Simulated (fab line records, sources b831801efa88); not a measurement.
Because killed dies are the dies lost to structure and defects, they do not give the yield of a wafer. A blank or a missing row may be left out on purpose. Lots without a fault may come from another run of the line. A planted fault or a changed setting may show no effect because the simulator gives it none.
What tool caused it? || flow sky130 || 18 wafers sampled from 6 lots at 1 step of a route of 708

== WHAT EACH GAUGE READ, for each wafer ==
SKY_VT_ADJUST_PCH_OVL_MEAS_07.
{"lot": "L183", "measured": "day 10 17:37", "on": "overlay-02", "VT_ADJUST_PCH_OVL (nm)": "0.7 1.5 2.4"}
{"lot": "L188", "measured": "day 12 08:53", "on": "overlay-01", "VT_ADJUST_PCH_OVL (nm)": "1.9 0.9 2.5"}
{"lot": "L197", "measured": "day 15 02:11", "on": "overlay-01", "VT_ADJUST_PCH_OVL (nm)": "-2.1 -0.2 2.5"}
{"lot": "L200", "measured": "day 16 00:22", "on": "overlay-01", "VT_ADJUST_PCH_OVL (nm)": "-1.1 -1.0 0.2"}
{"lot": "L202", "measured": "day 17 00:39", "on": "overlay-02", "VT_ADJUST_PCH_OVL (nm)": "-0.8 -0.7 0.6"}
{"lot": "L204", "measured": "day 17 07:53", "on": "overlay-01", "VT_ADJUST_PCH_OVL (nm)": "1.4 0.9 1.3"}

== WHICH TOOL RAN EACH LOT (tool, then ch and the chambers of the sampled wafers, then the start) ==
No process step before these readings appears in the record.

== THE ANSWER, worked out from the rows above alone ==
Rule: the usual values come from the lots themselves. Put in order of their means at a reading, lots are off if they are a third of the lots or fewer, leave a main group of 4 or more, and stand apart from it by a gap of 3 or more times the standard deviation of the main group's means; of several such gaps the widest counts. Not used: any main group whose means are identical at the precision the tables above print for the reading. A lot without any number at a reading at which 4 lots or more have one is off too. Where the step has rows for the other lots, those lots are counted as sound.
Nothing can be told from this: no lot is off at any reading shown.

== WHAT THE SIMULATOR PUT IN ==
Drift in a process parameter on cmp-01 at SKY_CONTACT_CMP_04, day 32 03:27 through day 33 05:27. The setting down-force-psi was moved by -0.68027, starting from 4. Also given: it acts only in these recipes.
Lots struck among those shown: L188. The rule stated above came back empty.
